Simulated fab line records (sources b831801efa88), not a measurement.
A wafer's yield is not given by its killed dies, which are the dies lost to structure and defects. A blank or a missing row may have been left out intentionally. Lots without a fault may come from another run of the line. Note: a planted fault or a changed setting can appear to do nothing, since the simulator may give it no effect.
Matching of chambers	flow gf180mcu	pecvd-03 running GF_V4_CVD_02: 3 sister chambers
The step deposits SiO2 from TEOS, target thk 850 nm, time 94.851 s. 3 wafers are shown with their chamber, then 8 later ones without.

== EACH WAFER AND ITS CHAMBER ==
wafer	chamber	heater_power_w (W)
L176.2	0	581
L176.3	1	592
L178.1	2	650

== WAFERS MISSING THEIR CHAMBER ==
wafer	heater_power_w (W)
L178.5	534
L178.6	592
L180.1	586
L180.2	550
L180.5	624
L185.1	559
L185.3	532
L185.5	591

== WHICH CHAMBER EACH WENT THROUGH ==
wafer	from the rows above	in truth
L178.5	can't be placed: 0 or 1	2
L178.6	can't be placed: 1 or 0 or 2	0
L180.1	can't be placed: 0 or 1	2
L180.2	can't be placed: 0 or 1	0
L180.5	can't be placed: 2 or 1 or 0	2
L185.1	can't be placed: 0 or 1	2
L185.3	can't be placed: 0 or 1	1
L185.5	can't be placed: 1 or 0 or 2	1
0 of 8 placed correctly. Can't be placed from these rows: 8 (the true chamber is among the candidates in 5). Wrongly placed: 0.
How it was worked out, from the rows above alone: a wafer's distance from a chamber is the root of the sum, over the readings, of the square of ((its reading less the chamber's mean) divided by the reading's scatter). If the next closest chamber is less than 2 further off than the closest, the wafer can't be placed; otherwise it belongs to the closest. The mean given for a chamber averages the wafers shown for that chamber. The scatter (one wafer shown for each chamber): square how far every hidden wafer sits from the nearest shown wafer, average those squares and take the square root.
